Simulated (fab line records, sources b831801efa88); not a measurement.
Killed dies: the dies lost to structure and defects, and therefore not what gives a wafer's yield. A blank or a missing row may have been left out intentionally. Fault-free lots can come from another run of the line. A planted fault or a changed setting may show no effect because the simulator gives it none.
Which tool is to blame? || flow gf180mcu || 14 lots, 40 wafers sampled, at 5 steps of a route of 602

## WHAT EACH GAUGE READ, for each wafer
GF_STI_THK_MEAS_04. Usual: STI_CVD_03_THK 206.7 nm, standard deviation 1.6.
{"lot": "L720", "measured": "day 1 14:33", "on": "film-metro-03", "STI_CVD_03_THK (nm)": "208.0 207.1 207.3", "flag": ""}
{"lot": "L721", "measured": "day 1 18:38", "on": "film-metro-03", "STI_CVD_03_THK (nm)": "206.2 207.8 207.1", "flag": ""}
{"lot": "L722", "measured": "day 1 23:34", "on": "film-metro-02", "STI_CVD_03_THK (nm)": "207.8 208.2 208.4", "flag": ""}
{"lot": "L725", "measured": "day 2 14:35", "on": "film-metro-02", "STI_CVD_03_THK (nm)": "205.3 204.8 206.1", "flag": ""}
{"lot": "L726", "measured": "day 2 19:34", "on": "film-metro-02", "STI_CVD_03_THK (nm)": "205.8 206.2 206.1", "flag": ""}
{"lot": "L727", "measured": "day 3 01:10", "on": "film-metro-02", "STI_CVD_03_THK (nm)": "206.6 206.1 204.6", "flag": ""}
{"lot": "L728", "measured": "day 3 06:05", "on": "film-metro-04", "STI_CVD_03_THK (nm)": "209.0 206.4 209.3", "flag": ""}
{"lot": "L729", "measured": "day 3 10:58", "on": "film-metro-04", "STI_CVD_03_THK (nm)": "206.5 206.3 206.7", "flag": ""}
{"lot": "L731", "measured": "day 3 20:34", "on": "film-metro-03", "STI_CVD_03_THK (nm)": "208.9 207.6 208.8", "flag": ""}
{"lot": "L734", "measured": "day 4 12:31", "on": "film-metro-04", "STI_CVD_03_THK (nm)": "203.8 204.9", "flag": ""}
{"lot": "L735", "measured": "day 4 17:56", "on": "film-metro-02", "STI_CVD_03_THK (nm)": "204.4 206.6", "flag": ""}
{"lot": "L740", "measured": "day 5 17:59", "on": "film-metro-03", "STI_CVD_03_THK (nm)": "210.2 209.5 210.5", "flag": ""}
{"lot": "L742", "measured": "day 6 04:16", "on": "film-metro-02", "STI_CVD_03_THK (nm)": "206.7 207.0 205.6", "flag": ""}
{"lot": "L743", "measured": "day 6 08:34", "on": "film-metro-04", "STI_CVD_03_THK (nm)": "206.0 204.9 207.1", "flag": ""}

GF_STI_THK_MEAS_22. Usual: STI_OXIDATION_01_THK 14.87 nm, standard deviation 0.29.
{"lot": "L720", "measured": "day 2 03:52", "on": "film-metro-03", "STI_OXIDATION_01_THK (nm)": "15.19 15.19 15.31", "flag": ""}
{"lot": "L721", "measured": "day 2 08:15", "on": "film-metro-04", "STI_OXIDATION_01_THK (nm)": "14.70 14.85 14.60", "flag": ""}
{"lot": "L722", "measured": "day 2 13:03", "on": "film-metro-02", "STI_OXIDATION_01_THK (nm)": "14.99 14.78 14.98", "flag": ""}
{"lot": "L725", "measured": "day 3 05:11", "on": "film-metro-04", "STI_OXIDATION_01_THK (nm)": "15.00 14.80 14.69", "flag": ""}
{"lot": "L726", "measured": "day 3 10:26", "on": "film-metro-04", "STI_OXIDATION_01_THK (nm)": "14.95 14.93 15.12", "flag": ""}
{"lot": "L727", "measured": "day 3 16:17", "on": "film-metro-02", "STI_OXIDATION_01_THK (nm)": "15.30 15.04 15.21", "flag": ""}
{"lot": "L728", "measured": "day 3 20:25", "on": "film-metro-03", "STI_OXIDATION_01_THK (nm)": "14.28 14.39 14.61", "flag": ""}
{"lot": "L729", "measured": "day 4 01:20", "on": "film-metro-02", "STI_OXIDATION_01_THK (nm)": "15.21 15.01 15.19", "flag": ""}
{"lot": "L731", "measured": "day 4 11:46", "on": "film-metro-02", "STI_OXIDATION_01_THK (nm)": "15.13 15.08 14.82", "flag": ""}
{"lot": "L734", "measured": "day 5 03:56", "on": "film-metro-04", "STI_OXIDATION_01_THK (nm)": "14.78 14.60", "flag": ""}
{"lot": "L735", "measured": "day 5 09:52", "on": "film-metro-04", "STI_OXIDATION_01_THK (nm)": "15.06 15.08", "flag": ""}
{"lot": "L740", "measured": "day 6 10:46", "on": "film-metro-04", "STI_OXIDATION_01_THK (nm)": "15.28 15.56 15.36", "flag": ""}
{"lot": "L742", "measured": "day 6 20:31", "on": "film-metro-04", "STI_OXIDATION_01_THK (nm)": "14.92 14.86 15.03", "flag": ""}
{"lot": "L743", "measured": "day 7 01:44", "on": "film-metro-03", "STI_OXIDATION_01_THK (nm)": "15.10 15.10 15.19", "flag": ""}

GF_STI_THK_MEAS_24. Usual: STI_CVD_23_THK 652 nm, standard deviation 4.8.
{"lot": "L720", "measured": "day 2 03:59", "on": "film-metro-02", "STI_CVD_23_THK (nm)": "654 653 649", "flag": ""}
{"lot": "L721", "measured": "day 2 08:23", "on": "film-metro-02", "STI_CVD_23_THK (nm)": "657 648 645", "flag": ""}
{"lot": "L722", "measured": "day 2 13:11", "on": "film-metro-04", "STI_CVD_23_THK (nm)": "657 651 655", "flag": ""}
{"lot": "L725", "measured": "day 3 05:20", "on": "film-metro-02", "STI_CVD_23_THK (nm)": "654 650 647", "flag": ""}
{"lot": "L726", "measured": "day 3 10:34", "on": "film-metro-03", "STI_CVD_23_THK (nm)": "653 660 654", "flag": ""}
{"lot": "L727", "measured": "day 3 16:25", "on": "film-metro-03", "STI_CVD_23_THK (nm)": "648 655 657", "flag": ""}
{"lot": "L728", "measured": "day 3 20:33", "on": "film-metro-02", "STI_CVD_23_THK (nm)": "646 649 647", "flag": ""}
{"lot": "L729", "measured": "day 4 01:29", "on": "film-metro-04", "STI_CVD_23_THK (nm)": "644 645 649", "flag": ""}
{"lot": "L731", "measured": "day 4 11:54", "on": "film-metro-04", "STI_CVD_23_THK (nm)": "657 664 654", "flag": ""}
{"lot": "L734", "measured": "day 5 04:04", "on": "film-metro-04", "STI_CVD_23_THK (nm)": "649 649", "flag": ""}
{"lot": "L735", "measured": "day 5 10:01", "on": "film-metro-03", "STI_CVD_23_THK (nm)": "655 652", "flag": ""}
{"lot": "L740", "measured": "day 6 10:53", "on": "film-metro-02", "STI_CVD_23_THK (nm)": "646 641 652", "flag": ""}
{"lot": "L742", "measured": "day 6 20:38", "on": "film-metro-02", "STI_CVD_23_THK (nm)": "659 647 654", "flag": ""}
{"lot": "L743", "measured": "day 7 01:52", "on": "film-metro-02", "STI_CVD_23_THK (nm)": "651 642 651", "flag": ""}

GF_MVSD_OVL_MEAS_07. Usual: MVSD_OVL -0.1 nm, standard deviation 1.4.
{"lot": "L720", "measured": "day 4 09:37", "on": "overlay-02", "MVSD_OVL (nm)": "1.1 0.6 0.3", "flag": ""}
{"lot": "L721", "measured": "day 4 15:38", "on": "overlay-01", "MVSD_OVL (nm)": "0.4 1.0 0.7", "flag": ""}
{"lot": "L722", "measured": "day 4 21:39", "on": "overlay-02", "MVSD_OVL (nm)": "2.0 -0.4 -0.7", "flag": ""}
{"lot": "L725", "measured": "day 5 15:52", "on": "overlay-02", "MVSD_OVL (nm)": "-0.2 -0.5 -2.4", "flag": ""}
{"lot": "L726", "measured": "day 5 22:20", "on": "overlay-01", "MVSD_OVL (nm)": "-0.8 0.6 0.1", "flag": ""}
{"lot": "L727", "measured": "day 6 02:48", "on": "overlay-01", "MVSD_OVL (nm)": "-0.3 -3.5 -1.5", "flag": ""}
{"lot": "L728", "measured": "day 6 08:34", "on": "overlay-02", "MVSD_OVL (nm)": "1.3 0.0 1.4", "flag": ""}
{"lot": "L729", "measured": "day 6 14:46", "on": "overlay-01", "MVSD_OVL (nm)": "-2.2 -0.9 -1.3", "flag": ""}
{"lot": "L731", "measured": "day 7 01:03", "on": "overlay-01", "MVSD_OVL (nm)": "0.3 -2.0 0.5", "flag": ""}
{"lot": "L734", "measured": "day 7 20:04", "on": "overlay-02", "MVSD_OVL (nm)": "- -0.7", "flag": ""}
{"lot": "L735", "measured": "day 8 01:55", "on": "overlay-02", "MVSD_OVL (nm)": "- 3.2", "flag": ""}
{"lot": "L740", "measured": "day 9 06:38", "on": "overlay-01", "MVSD_OVL (nm)": "-0.3 -0.3 -0.1", "flag": ""}
{"lot": "L742", "measured": "day 9 18:17", "on": "overlay-02", "MVSD_OVL (nm)": "1.0 0.6 1.8", "flag": ""}
{"lot": "L743", "measured": "day 9 22:20", "on": "overlay-02", "MVSD_OVL (nm)": "2.0 -2.5 0.8", "flag": ""}

## EACH LOT AND THE TOOL THAT RAN IT (in order: tool; ch and the chambers of the sampled wafers; start)
{"lot": "L720", "GF_MVSD_DEVELOP_06": "litho-track-02 ch 0, day 4 09:00"}
{"lot": "L721", "GF_MVSD_DEVELOP_06": "litho-track-03 ch 0, day 4 15:00"}
{"lot": "L722", "GF_MVSD_DEVELOP_06": "litho-track-03 ch 0, day 4 21:00"}
{"lot": "L725", "GF_MVSD_DEVELOP_06": "litho-track-03 ch 0, day 5 15:00"}
{"lot": "L726", "GF_MVSD_DEVELOP_06": "litho-track-03 ch 0, day 5 22:00"}
{"lot": "L727", "GF_MVSD_DEVELOP_06": "litho-track-01 ch 0, day 6 02:00"}
{"lot": "L728", "GF_MVSD_DEVELOP_06": "litho-track-02 ch 0, day 6 08:00"}
{"lot": "L729", "GF_MVSD_DEVELOP_06": "litho-track-02 ch 0, day 6 14:00"}
{"lot": "L731", "GF_MVSD_DEVELOP_06": "litho-track-01 ch 0, day 7 00:00"}
{"lot": "L734", "GF_MVSD_DEVELOP_06": "litho-track-02 ch 0, day 7 19:00"}
{"lot": "L735", "GF_MVSD_DEVELOP_06": "litho-track-02 ch 0, day 8 01:00"}
{"lot": "L740", "GF_MVSD_DEVELOP_06": "litho-track-03 ch 0, day 9 06:00"}
{"lot": "L742", "GF_MVSD_DEVELOP_06": "litho-track-03 ch 0, day 9 18:00"}
{"lot": "L743", "GF_MVSD_DEVELOP_06": "litho-track-03 ch 0, day 9 22:00"}
- GF_MVSD_DEVELOP_06: develop time 60 s.

## AS READ BY THE TOOLS THEMSELVES (means over the sampled wafers that have a number; for cases with no such wafer, the mark the record gives instead)
GF_MVSD_DEVELOP_06. Usual: exhaust-pa 45.2 Pa, standard deviation 0.8; resist-line-temp-C 22.97 C, standard deviation 0.11.
{"lot": "L720", "tool": "litho-track-02", "exhaust-pa (Pa)": 44.2, "resist-line-temp-C (C)": 23.01, "flag": ""}
{"lot": "L721", "tool": "litho-track-03", "exhaust-pa (Pa)": 44.4, "resist-line-temp-C (C)": 22.89, "flag": ""}
{"lot": "L722", "tool": "litho-track-03", "exhaust-pa (Pa)": 44.8, "resist-line-temp-C (C)": 22.94, "flag": ""}
{"lot": "L725", "tool": "litho-track-03", "exhaust-pa (Pa)": 45.6, "resist-line-temp-C (C)": 23.09, "flag": ""}
{"lot": "L726", "tool": "litho-track-03", "exhaust-pa (Pa)": 46.0, "resist-line-temp-C (C)": 23.11, "flag": ""}
{"lot": "L727", "tool": "litho-track-01", "exhaust-pa (Pa)": 45.3, "resist-line-temp-C (C)": 22.88, "flag": ""}
{"lot": "L728", "tool": "litho-track-02", "exhaust-pa (Pa)": 45.0, "resist-line-temp-C (C)": 22.85, "flag": ""}
{"lot": "L729", "tool": "litho-track-02", "exhaust-pa (Pa)": 45.0, "resist-line-temp-C (C)": 22.95, "flag": ""}
{"lot": "L731", "tool": "litho-track-01", "exhaust-pa (Pa)": 44.3, "resist-line-temp-C (C)": 22.95, "flag": ""}
{"lot": "L734", "tool": "litho-track-02", "exhaust-pa (Pa)": 45.2, "resist-line-temp-C (C)": 23.01, "flag": ""}
{"lot": "L735", "tool": "litho-track-02", "exhaust-pa (Pa)": 45.2, "resist-line-temp-C (C)": 23.01, "flag": ""}
{"lot": "L740", "tool": "litho-track-03", "exhaust-pa (Pa)": 44.8, "resist-line-temp-C (C)": 23.02, "flag": ""}
{"lot": "L742", "tool": "litho-track-03", "exhaust-pa (Pa)": 44.8, "resist-line-temp-C (C)": 22.89, "flag": ""}
{"lot": "L743", "tool": "litho-track-03", "exhaust-pa (Pa)": 45.2, "resist-line-temp-C (C)": 22.88, "flag": ""}

## THE ANSWER, worked out from the rows above alone
Rule: a lot is off if the mean of its wafers that have a number lies more than 3 standard deviations from the usual mean. A lot without any number at a reading at which 4 lots or more have one is off too. Any other lot the step has rows for is counted as sound. Order of review: gauges by route order, followed by the tools' own readings, for which a lot's mean as printed above is used. The first step at which some lot is off is used, and at that step the reading that is off furthest; a lot without a number counts as furthest.
No lot is off on any of the readings shown, so nothing can be concluded from this.

## WHAT THE SIMULATOR PUT IN
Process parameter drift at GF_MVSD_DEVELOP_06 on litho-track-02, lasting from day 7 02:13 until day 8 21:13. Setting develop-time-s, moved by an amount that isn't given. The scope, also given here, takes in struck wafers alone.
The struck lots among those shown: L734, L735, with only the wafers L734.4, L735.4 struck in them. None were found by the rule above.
